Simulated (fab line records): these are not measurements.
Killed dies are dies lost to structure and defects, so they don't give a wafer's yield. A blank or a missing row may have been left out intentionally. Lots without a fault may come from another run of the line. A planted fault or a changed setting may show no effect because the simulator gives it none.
A single fault, viewed from 2 desks | flow gf180mcu | what lay behind the numbers comes last; until then each desk has only its own

## FROM THE METROLOGY DESK
Means of the sampled wafers that have a number, per lot and without regard to the tool the lot ran on: this is what the gauges read. Any lot whose mean is over 4 standard deviations away from the usual mean is out of limits and marked OUT; that distance is given in the brackets.
Columns: A = NWELL_RS at GF_VT_IMPLANT_RS_MEAS_47, usual 488.1 ohm/sq; B = LVPWELL_RS at GF_VT_IMPLANT_RS_MEAS_48, usual 1197 ohm/sq
lot  | first seen here | A               | B
L621 | day 7 11:40     | 487.7           | 1193
L623 | day 8 04:04     | 487.3           | 1196
L629 | day 9 17:49     | 487.7           | 1197
L630 | day 10 04:40    | 487.1           | 1205
L631 | day 10 10:35    | 487.9           | 1199
L632 | day 10 16:59    | 466.9 (-18) OUT | 1194
L634 | day 11 03:14    | 464.8 (-19) OUT | 1199
L641 | day 13 02:38    | 488.9           | 1197
L642 | day 13 13:28    | 487.7           | 1195
L643 | day 13 17:25    | 489.8           | 1191
L644 | day 14 00:44    | 488.4           | 1197
This desk finds L632, L634 out of limits, with the earliest case on L632 at day 10 16:59 (NWELL_RS at GF_VT_IMPLANT_RS_MEAS_47). L621, L623, L629, L630, L631, L641, L642, L643, L644 stayed within limits.

## FOR THE TOOL OWNER'S DESK: implanter-03
GF_NWELL_IMPLANT_08, tool's own readings: per-lot mean of the sampled wafers with a number, covering each lot this tool ran. Any lot whose mean is over 4 standard deviations away from the usual mean is out of limits and marked OUT; that distance is given in the brackets.
Columns: A = beamEnergyKeV at GF_NWELL_IMPLANT_08, usual 450.03; B = beamOnS at GF_NWELL_IMPLANT_08, usual 10.02 s; C = doseIonsCm2 at GF_NWELL_IMPLANT_08, usual 1.5003e+13; D = faradayCurrentUA at GF_NWELL_IMPLANT_08, usual 84.4
lot  | first seen here | A      | B     | C                    | D
L629 | day 5 01:23     | 450.00 | 10.03 | 1.5011e+13           | 84.4
L631 | day 5 14:26     | 450.07 | 9.94  | 1.5016e+13           | 84.9
L632 | day 5 20:41     | 450.01 | 9.98  | 1.6408e+13 (+88) OUT | 92.5 (+4.8) OUT
L634 | day 6 05:49     | 449.97 | 9.95  | 1.6408e+13 (+88) OUT | 93.0 (+5.0) OUT
This desk's finding: out of limits on L632, L634; first on L632, day 5 20:41 (doseIonsCm2 at GF_NWELL_IMPLANT_08). L629, L631 stayed within limits.

## BROUGHT TOGETHER
At day 5 20:41, on L632, L634, the tool owner's desk was in a position to raise an alarm.
The metrology desk could have raised an alarm at day 10 16:59, on L632, L634.
GF_NWELL_IMPLANT_08 was run on implanter-03 by each of the lots named.

## WHAT THE SIMULATOR HAD INSERTED
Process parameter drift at GF_NWELL_IMPLANT_08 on implanter-03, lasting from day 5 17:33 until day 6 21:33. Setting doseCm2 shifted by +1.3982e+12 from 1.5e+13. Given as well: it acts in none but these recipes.
Lots struck among those shown: L632, L634.
Time in hours from fault onset to the first out-of-limits reading at each desk: tool owner's desk 3, metrology desk 119.
